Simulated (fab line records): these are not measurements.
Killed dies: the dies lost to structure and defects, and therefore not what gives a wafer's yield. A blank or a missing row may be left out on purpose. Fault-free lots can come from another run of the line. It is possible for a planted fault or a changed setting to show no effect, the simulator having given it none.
One fault through the eyes of 2 desks | flow gf180mcu | each desk has only its own numbers; what lay behind them comes last

FOR THE TOOL OWNER'S DESK: krf scanner-02
The tool's own readings at GF_POLY_GATE_EXPOSE_07 (exposes mask Poly2, target cd 280 nm): means of the sampled wafers that have a number, for each lot that ran on this tool. Marked OUT: a lot whose mean sits more than 4 standard deviations from the usual mean, which makes it out of limits; the brackets give that distance.
Columns: A = focus offset nm at GF_POLY_GATE_EXPOSE_07, usual -0.1 nm
lot  | first seen here | A
L270 | day 8 20:10     | -0.1
L272 | day 9 12:31     | -0.3
L276 | day 10 13:56    | -0.3
L277 | day 10 23:02    | -0.1
L286 | day 13 18:01    | -0.1
L288 | day 14 13:56    | -0.5
L289 | day 14 20:24    | 0.2
L291 | day 15 05:32    | 0.0
This desk found nothing out of limits on any of the 8 lots.

AT THE METROLOGY DESK
Lot by lot, what the gauges showed, no matter which tool ran the lot: averages of those sampled wafers that carry a number. Marked OUT: a lot whose mean sits more than 4 standard deviations from the usual mean, which makes it out of limits; the brackets give that distance.
Columns: A = cd nm at GF_POLY_GATE_CD_MEAS_10, usual 280.0 nm; B = cd nm at GF_HV_LDD_CD_MEAS_07, usual 400.9 nm; C = SAB_OVL at GF_SAB_OVL_MEAS_10, usual 0.1 nm
lot  | first seen here | A               | B     | C
L270 | day 9 04:58     | 278.1           | 405.0 | 0.5
L271 | day 9 14:43     | 279.9           | 400.8 | 1.0
L272 | day 9 20:47     | 280.5           | 397.5 | 1.8
L276 | day 10 23:16    | 254.3 (-26) OUT | 402.3 | 1.8
L277 | day 11 07:56    | 261.6 (-19) OUT | 400.4 | 0.5
L285 | day 13 18:16    | 279.8           | 399.1 | -0.7
L286 | day 14 04:10    | 280.9           | 402.1 | -0.4
L287 | day 14 13:13    | 279.7           | 399.7 | -0.2
L288 | day 15 00:23    | 280.0           | 403.9 | 0.9
L289 | day 15 06:53    | 279.5           | 397.5 | -0.2
L290 | day 15 07:01    | 279.1           | 397.0 | -0.8
L291 | day 15 16:45    | 279.7           | 403.6 | -1.3
L292 | day 15 22:23    | 278.3           | 402.4 | -0.2
L293 | day 16 10:13    | 280.0           | 400.5 | 1.1
Finding of this desk: L276, L277 out of limits; the first was L276 at day 10 23:16, on cd nm at GF_POLY_GATE_CD_MEAS_10. Within limits: L270, L271, L272, L285, L286, L287, L288, L289, L290, L291, L292, L293.

TAKEN TOGETHER
An alarm was possible from the metrology desk at day 10 23:16, on L276, L277.
The tool owner's desk saw nothing out of limits.
On record at the tool owner's desk: L276, L277, within its limits.
On krf scanner-02, each named lot ran GF_POLY_GATE_EXPOSE_07.

WHAT HAD BEEN PUT IN BY THE SIMULATOR
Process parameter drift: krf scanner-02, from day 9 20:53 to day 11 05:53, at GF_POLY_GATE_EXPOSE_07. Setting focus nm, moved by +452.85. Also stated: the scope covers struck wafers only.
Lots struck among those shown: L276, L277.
Hours from the fault's start to each desk's first reading out of limits: the metrology desk, 26.
